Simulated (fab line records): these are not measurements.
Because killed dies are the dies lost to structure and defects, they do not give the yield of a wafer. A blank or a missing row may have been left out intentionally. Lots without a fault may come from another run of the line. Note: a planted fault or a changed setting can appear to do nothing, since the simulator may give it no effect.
Check for tools in common -- flow sky130 -- Lots sampled 14, wafers sampled 42

THE REASON FOR OPENING IT
SKY_SD_P_OVL_MEAS_08, reading SD_P_OVL: flagged on 3 of 14 lots. Fault-free wafers read -0.2 nm, with a standard deviation of 1.3.
Rule: flag the lot when none of its wafers has a number, or when each of its wafers that has one lies beyond 4 standard deviations from that mean. The other lots count as sound.

lot,measured,on,"SD_P_OVL (nm), wafer by wafer",flag
L313,day 25 11:10,overlay-01,1.3 1.9 1.2,
L314,day 25 23:43,overlay-02,-0.3 -1.9 -1.2,
L315,day 26 08:22,overlay-02,-0.8 0.5 -1.3,
L316,day 26 21:04,overlay-01,0.7 -2.1 -0.3,
L317,day 27 07:52,overlay-01,0.5 0.5 -0.1,
L319,day 27 16:58,overlay-01,0.1 -0.8 1.1,
L318,day 27 18:03,overlay-02,68.6 69.4 68.6,FLAGGED
L320,day 28 03:18,overlay-02,69.0 68.2 66.4,FLAGGED
L321,day 28 22:16,overlay-02,67.6 67.3 68.5,FLAGGED
L328,day 31 08:19,overlay-01,-1.1 0.6 0.0,
L329,day 31 11:16,overlay-02,-1.5 -1.1 0.1,
L331,day 31 22:19,overlay-02,0.5 -2.3 1.5,
L333,day 32 12:51,overlay-01,1.3 -0.8 0.5,
L334,day 32 19:37,overlay-01,-0.3 0.4 0.7,
The numbers of the flagged lots are 68.2 nm on average: +68.4 nm against the usual, or +53 standard deviations.

EACH LOT AND THE TOOL IT RAN ON
The record holds 1 process step before the reading, out of a route of 708 steps. Every cell lists first the tool, next ch and the chambers used by the sampled wafers, and last the start.
lot,flag,SKY_SD_P_EXPOSE_04
L313,,"iline stepper-01 ch 0, day 24 20:28"
L314,,"iline stepper-01 ch 0, day 25 09:17"
L315,,"iline stepper-01 ch 0, day 25 17:31"
L316,,"iline stepper-02 ch 0, day 26 07:19"
L317,,"iline stepper-02 ch 0, day 26 17:20"
L319,,"iline stepper-01 ch 0, day 27 02:36"
L318,FLAGGED,"iline stepper-01 ch 0, day 27 03:26"
L320,FLAGGED,"iline stepper-01 ch 0, day 27 14:22"
L321,FLAGGED,"iline stepper-01 ch 0, day 28 07:40"
L328,,"iline stepper-02 ch 0, day 30 17:55"
L329,,"iline stepper-02 ch 0, day 30 21:21"
L331,,"iline stepper-02 ch 0, day 31 09:22"
L333,,"iline stepper-02 ch 0, day 31 22:34"
L334,,"iline stepper-02 ch 0, day 32 06:26"
These steps, and what they do:
- SKY_SD_P_EXPOSE_04: exposes mask PSDM, target cd 380 nm.
- SKY_SD_P_OVL_MEAS_08

FLAGGED OVER TOTAL, TOOL BY TOOL (the gauges that took the reading come last)
step,tool,lots run,flagged,share of the flagged lots,sound lots run after its first flagged lot
SKY_SD_P_EXPOSE_04,iline stepper-01,7,3,all,0
SKY_SD_P_EXPOSE_04,iline stepper-02,7,0,none,-
SKY_SD_P_OVL_MEAS_08,overlay-01,7,0,none,-
SKY_SD_P_OVL_MEAS_08,overlay-02,7,3,all,"2 (L329,L331)"

WHAT THE TABLE ALLOWS
Table rows that saw every flagged lot: 2, namely iline stepper-01 at SKY_SD_P_EXPOSE_04 and overlay-02 at SKY_SD_P_OVL_MEAS_08.
- iline stepper-01 at SKY_SD_P_EXPOSE_04 ran 7 lots, 3 of them flagged. A fault beginning between L319 (day 27 02:36), its last sound lot, and L318 (day 27 03:26), its first flagged one, fits the data.
- overlay-02 at SKY_SD_P_OVL_MEAS_08 ran 7 lots, 3 of them flagged. Lots that were sound ran on it after the first flagged one (L329, L331); a persistent fault on the entire tool would not allow that.
Left over: one tool, iline stepper-01 at SKY_SD_P_EXPOSE_04.

WHAT THE SIMULATOR HAD INSERTED
Scanner matching overlay: iline stepper-01, from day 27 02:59 on, at SKY_SD_P_EXPOSE_04. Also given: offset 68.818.
Struck lots among those shown: L318, L320, L321. The same result came from the rule above.
